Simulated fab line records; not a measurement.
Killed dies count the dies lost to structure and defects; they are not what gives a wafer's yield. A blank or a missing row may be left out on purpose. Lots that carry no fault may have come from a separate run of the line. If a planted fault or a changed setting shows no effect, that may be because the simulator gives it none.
A struck lot beside a sound one -- flow sky130 -- 16 out of 708 route steps
Sound: the wafers L595.2, L595.4, L595.5. The struck wafers were L584.1, L584.3, L584.5. At the end, the cause is stated.
Each step with rows lists, per side, the tool, then ch with its chambers, then its first start. Under that, the readings that differ: sound wafers -- struck wafers -- difference of the means -- sigmas: that difference in standard deviations of wafers without a fault.
alike: readings whose means differ by less than 2 such deviations, and words and numbers that are the same on both sides. not compared: withheld readings, readings that some wafer has no value for, bounds like >300 that may hide the same value, and numbers for which the record gives no deviation and whose values overlap.
The two part at a step that has a row with sigmas, a row that says differs or no value, or rows on one side only. When numbers do not overlap yet have no deviation, they are printed without sigmas and do not part them. A reading that every wafer of one side lacks parts them only if that side has two wafers or more.

first, 8 steps without rows for these wafers: SKY_CONTACT_DEHYDRATE_06 (time 60 s); SKY_CONTACT_HMDS_07 (prime time 60 s); SKY_CONTACT_COAT_08 (resist thk 60 nm); SKY_CONTACT_COAT_09 (resist thk 450 nm); SKY_CONTACT_SOFTBAKE_10 (time 90 s); SKY_CONTACT_EXPOSE_11 (exposes mask CTM1, target cd 170 nm); SKY_CONTACT_PEB_12; SKY_CONTACT_DEVELOP_13 (develop time 60 s).
SKY_CONTACT_CD_MEAS_14 targets a cd of 170 nm.
  sound on cd sem-01 at day 38 20:49; struck on cd sem-01 at day 35 21:26
  alike: cd nm
SKY_CONTACT_OVL_MEAS_15:
  sound on overlay-01 at day 38 20:55; struck on overlay-02 at day 35 21:34
  alike: CONTACT_OVL
SKY_CONTACT_ETCH_16: etches BARC in N2/H2, stops on SiO2, time 45.9 s, target depth 60 nm.
  sound on rie diel-01 ch 0,1, day 38 20:57; struck on rie diel-01 ch 0,3, day 35 21:36
  alike: bias w, chamber pressure mTorr, drypump motor current A, oes product au, throttle valve pct
  not compared: rf hours counter h
SKY_CONTACT_ETCH_17: etches SiO2 in C4F8/O2/Ar, stops on Si3N4, target depth 340 nm.
  sound on rie diel-01 ch 0,1, day 38 20:59; struck on rie diel-01 ch 0,3, day 35 21:38
  alike: bias w, chamber pressure mTorr, oes product au
SKY_CONTACT_ETCH_18: etches Si3N4 in CHF3/O2, stops on TiN, time 39 s, target depth 75 nm.
  sound on rie diel-01 ch 0,1, day 38 21:00; struck on rie diel-01 ch 0,3, day 35 21:00
  no value came back on the struck wafers for any of 5 readings (O2_flow_sccm (sccm), bias w (W) and others); on the sound wafers O2_flow_sccm (sccm) reads 4.998 5.006 5.001
reading,sound,struck,difference,sigmas
model.KrF-thick_of_CONTACT_COAT_09.thk nm (nm),245.9 236 235,331.7 330 330.6,+91.8,
  not compared: rf hours counter h
SKY_CONTACT_STRIP_19: strips in O2/N2.
  sound on plasma asher-04 ch 0,1, day 38 21:05; struck on plasma asher-04 ch 0,1, day 35 21:44
reading,sound,struck,difference,sigmas
oes product au (a.u.),0.381 0.377 0.370,0.413 0.423 0.418,+0.042,+8
strip time to endpoint s (s),3.67 3.54 3.55,4.55 4.54 4.55,+0.96,+18
  alike: drypump motor current A
  not compared: rf hours counter h
then, 1 step without rows for these wafers: SKY_CONTACT_STRIP_20 (strips in post etch residue remover, time 1200 s).
-- the record jumps here: 13 days lie between the struck wafers' starts before and after (it left off in module CONTACT and takes up again in module PAD_OPEN, whose first step shown is number 708 of the route) --
SKY_PAD_OPEN_PROBE_99:
  sound on prober-01 at day 51 03:45; struck on prober-02 at day 49 04:49
reading,sound,struck,difference,sigmas
killed at contacts,19 23 20,420 436 419,+404,+75
killed at other,0 0 0,2 1 2,+2,+3
killed dies,86 89 87,492 492 492,+405,+44
killed on rim,18 16 16,96 96 96,+79,+21
  alike: killed_at_M0_to_M3, killed_at_M4_up, killed at front end, killed open, killed short

== WHERE THEY PART ==
Last at SKY_PAD_OPEN_PROBE_99 as far as this record goes, first at SKY_CONTACT_ETCH_18.

WHY: the cause the simulator had injected
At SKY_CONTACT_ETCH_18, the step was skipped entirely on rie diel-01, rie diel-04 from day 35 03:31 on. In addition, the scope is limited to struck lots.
